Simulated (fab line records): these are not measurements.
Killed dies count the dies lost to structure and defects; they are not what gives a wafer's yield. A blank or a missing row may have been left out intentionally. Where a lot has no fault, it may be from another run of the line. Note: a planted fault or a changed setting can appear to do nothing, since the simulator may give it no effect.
What tool caused it? / flow gf180mcu / 12 lots, 36 wafers sampled, at 2 steps of a route of 602

## WHAT EACH GAUGE READ, for each wafer
GF_CONTACT_THK_MEAS_03. Usual: CONTACT_CVD_02_THK typically reads 863 nm, with standard deviation 11.
lot=L987; measured=day 15 11:41; on=film-metro-03; CONTACT_CVD_02_THK (nm)=859 885 882; flag=
lot=L990; measured=day 17 00:31; on=film-metro-02; CONTACT_CVD_02_THK (nm)=843 859 877; flag=
lot=L992; measured=day 17 08:16; on=film-metro-03; CONTACT_CVD_02_THK (nm)=859 855 871; flag=
lot=L993; measured=day 17 22:10; on=film-metro-03; CONTACT_CVD_02_THK (nm)=864 843 861; flag=
lot=L994; measured=day 18 08:28; on=film-metro-02; CONTACT_CVD_02_THK (nm)=860 877 864; flag=
lot=L995; measured=day 18 16:44; on=film-metro-01; CONTACT_CVD_02_THK (nm)=863 859 868; flag=
lot=L101; measured=day 20 17:36; on=film-metro-01; CONTACT_CVD_02_THK (nm)=841 857 861; flag=
lot=L103; measured=day 21 08:14; on=film-metro-02; CONTACT_CVD_02_THK (nm)=859 879 876; flag=
lot=L105; measured=day 22 01:57; on=film-metro-02; CONTACT_CVD_02_THK (nm)=848 870 873; flag=
lot=L107; measured=day 22 18:53; on=film-metro-03; CONTACT_CVD_02_THK (nm)=841 850 868; flag=
lot=L108; measured=day 22 22:38; on=film-metro-01; CONTACT_CVD_02_THK (nm)=852 859 874; flag=
lot=L109; measured=day 23 11:19; on=film-metro-01; CONTACT_CVD_02_THK (nm)=853 864 875; flag=

GF_CONTACT_OVL_MEAS_15. Usual: CONTACT_OVL typically reads 2 nm, with standard deviation 4.8.
lot=L987; measured=day 16 09:53; on=overlay-01; CONTACT_OVL (nm)=6 3 5; flag=
lot=L990; measured=day 18 00:34; on=overlay-02; CONTACT_OVL (nm)=5 2 2; flag=
lot=L992; measured=day 18 07:56; on=overlay-01; CONTACT_OVL (nm)=2 2 7; flag=
lot=L993; measured=day 18 22:47; on=overlay-02; CONTACT_OVL (nm)=4 2 -7; flag=
lot=L994; measured=day 19 08:53; on=overlay-02; CONTACT_OVL (nm)=6 3 2; flag=
lot=L995; measured=day 19 18:21; on=overlay-01; CONTACT_OVL (nm)=0 4 1; flag=
lot=L101; measured=day 21 18:34; on=overlay-02; CONTACT_OVL (nm)=4 7 8; flag=
lot=L103; measured=day 22 08:44; on=overlay-01; CONTACT_OVL (nm)=-3 -2 8; flag=
lot=L105; measured=day 23 01:52; on=overlay-02; CONTACT_OVL (nm)=3 -7 0; flag=
lot=L107; measured=day 23 18:18; on=overlay-02; CONTACT_OVL (nm)=-4 -4 2; flag=
lot=L108; measured=day 23 21:54; on=overlay-01; CONTACT_OVL (nm)=1 0 -3; flag=
lot=L109; measured=day 24 08:19; on=overlay-02; CONTACT_OVL (nm)=-3 -6 1; flag=

## WHICH TOOL RAN EACH LOT (tool, then ch and the chambers of the sampled wafers, then the start)
No process step before these readings appears in the record.

## WHAT THE TOOLS THEMSELVES READ (means of the sampled wafers that have a number; where no wafer has one, the mark that the record gives instead)
The record holds no such reading with a usual standard deviation.

## THE ANSWER, worked out from the rows above alone
Rule: a lot counts as off when the mean over its wafers that have a number is more than 3 standard deviations away from the usual mean. A lot without any number at a reading at which 4 lots or more have one is off too. Where the step has rows for the other lots, those lots are counted as sound. The gauges are gone through in route order, then the tools' own readings, and for those a lot's mean is taken as printed above. The first step at which some lot is off is used, and at that step the reading that is off furthest; a lot without a number counts as furthest.
Nothing can be told from this: no lot is off at any reading shown.

## WHAT THE SIMULATOR PUT IN
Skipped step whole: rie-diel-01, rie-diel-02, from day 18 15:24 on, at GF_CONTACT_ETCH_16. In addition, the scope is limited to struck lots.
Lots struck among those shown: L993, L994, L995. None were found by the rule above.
